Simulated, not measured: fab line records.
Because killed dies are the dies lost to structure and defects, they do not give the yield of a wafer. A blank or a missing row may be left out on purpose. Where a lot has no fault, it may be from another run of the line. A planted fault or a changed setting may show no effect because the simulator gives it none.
A struck lot beside a sound one || flow sky130 || 15 out of 708 route steps
Sound: these wafers, L746.2, L746.3, L746.5. Struck: wafers L753.2, L753.4, L753.6. The cause is named last.
Order at every step that has rows: each side's tool, ch and its chambers, its first start. Under that, the readings that differ: sound wafers || struck wafers || difference of the means || sigmas: that difference in standard deviations of wafers without a fault.
alike: words and numbers the same on both sides, and readings whose means are apart by under 2 such deviations; not compared: readings that were withheld, readings missing a value for some wafer, numbers with overlapping values and no deviation given by the record, and bounds like >300 which may hide the same value.
The two part at a step that has a row with sigmas, a row that says differs or no value, or rows on one side only. When numbers do not overlap yet have no deviation, they are printed without sigmas and do not part them. A reading missing from all wafers of one side parts the sides only when that side holds two or more wafers.

first, 2 steps without rows for these wafers: SKY_NWELL_IMPLANT_12; SKY_NWELL_IMPLANT_13.
SKY_NWELL_STRIP_14: strips in O2/N2.
  sound on plasma-asher-04 ch 1, day 5 10:43; struck on plasma-asher-01 ch 0,1, day 7 13:32
{"reading": "strip-time-to-endpoint-s (s)", "sound": "36.94 36.95 36.99", "struck": "36.71 36.61 36.66", "difference": -0.30, "sigmas": -3}
  alike: drypump-motor-current-A, oes-product-au
  not compared: rf-hours-counter-h
SKY_NWELL_TW_MEAS_15:
  sound on film-metro-02 at day 5 10:49; struck on film-metro-04 at day 7 13:39
{"reading": "NWELL_TW", "sound": "1815 1828 1813", "struck": "1848 1854 1856", "difference": "+34", "sigmas": "+3"}
then, 7 steps without rows for these wafers: SKY_NWELL_DEHYDRATE_16 (time 60 s); SKY_NWELL_HMDS_17 (prime time 60 s); SKY_NWELL_COAT_18 (resist thk 3000 nm); SKY_NWELL_SOFTBAKE_19; SKY_NWELL_EXPOSE_20 (exposes mask NWM COMPLEMENT, target cd 840 nm); SKY_NWELL_PEB_21; SKY_NWELL_DEVELOP_22 (develop time 60 s).
SKY_NWELL_OVL_MEAS_23:
  sound on overlay-02 at day 6 05:23; struck on overlay-01 at day 8 08:52
  alike: NWELL_01_OVL
SKY_NWELL_IMPLANT_24:
  sound on implanter-02 ch 0, day 6 05:31; struck on implanter-02 ch 0, day 8 08:55
{"reading": "beam-energy-keV", "sound": "139.96 139.98 139.96", "struck": "153.82 153.80 153.83", "difference": "+13.85", "sigmas": "+99 or more"}
{"reading": "model.implant.drp-nm (nm)", "sound": "95.47 95.47 95.47", "struck": "98.99 98.99 98.99", "difference": "+3.52", "sigmas": ""}
SKY_NWELL_STRIP_25: strips in O2/N2.
  sound on plasma-asher-04 ch 0,1, day 6 05:38; struck on plasma-asher-01 ch 0,1, day 8 09:02
{"reading": "strip-time-to-endpoint-s (s)", "sound": "36.85 36.94 36.88", "struck": "36.53 36.60 36.53", "difference": -0.34, "sigmas": -3}
  alike: drypump-motor-current-A, oes-product-au
  not compared: rf-hours-counter-h
-- the record jumps here: 40 days lie between the struck wafers' starts before and after (it left off in module NWELL and takes up again in module PAD_OPEN, whose first step shown is number 708 of the route) --
SKY_PAD_OPEN_PROBE_99:
  sound on prober-01 at day 47 06:17; struck on prober-02 at day 48 18:37
{"reading": "model.etest.res-iso-pwell.rs-ohm-sq", "sound": "3097 3451 3007", "struck": "2528 2466 2543", "difference": -673, "sigmas": ""}
{"reading": "model.etest.res-iso-pwell.line-ohm-um", "sound": "1166 1318 1139", "struck": "942.1 924.9 949.6", "difference": -268.8, "sigmas": ""}
{"reading": "model.etest.res-deep-nwell.rs-ohm-sq", "sound": "2192 2180 2186", "struck": "2318 2314 2325", "difference": "+133", "sigmas": ""}
{"reading": "model.etest.tip_n_5v.rs-ohm-sq", "sound": "1395 1403 1389", "struck": "1362 1353 1353", "difference": -40, "sigmas": ""}
{"reading": "model.etest.res-deep-nwell.line-ohm-um", "sound": "721.6 734.9 737.4", "struck": "772.4 784.1 776", "difference": "+46.2", "sigmas": ""}
{"reading": "model.etest.res-nwell.width-nm (nm)", "sound": "837.7 849.9 840.8", "struck": "822.4 817.7 819.9", "difference": -22.8, "sigmas": ""}
{"reading": "model.etest.pfet_16v.drive-ua-um", "sound": "242.5 238.4 248", "struck": "230 234.7 229.7", "difference": -12, "sigmas": ""}
  alike: killed_at_M0_to_M3, killed_at_M4_up, killed-at-contacts, killed-at-front-end, killed-at-other, killed-dies, killed-open, killed-short
  not compared: model.etest.pfet_16v.r-on-ohm-um

## WHERE THEY PART
Last at SKY_NWELL_STRIP_25 as far as this record goes, first at SKY_NWELL_STRIP_14. Later steps at which nothing parts them and some readings are alike: SKY_PAD_OPEN_PROBE_99.

WHY: what had been put in by the simulator
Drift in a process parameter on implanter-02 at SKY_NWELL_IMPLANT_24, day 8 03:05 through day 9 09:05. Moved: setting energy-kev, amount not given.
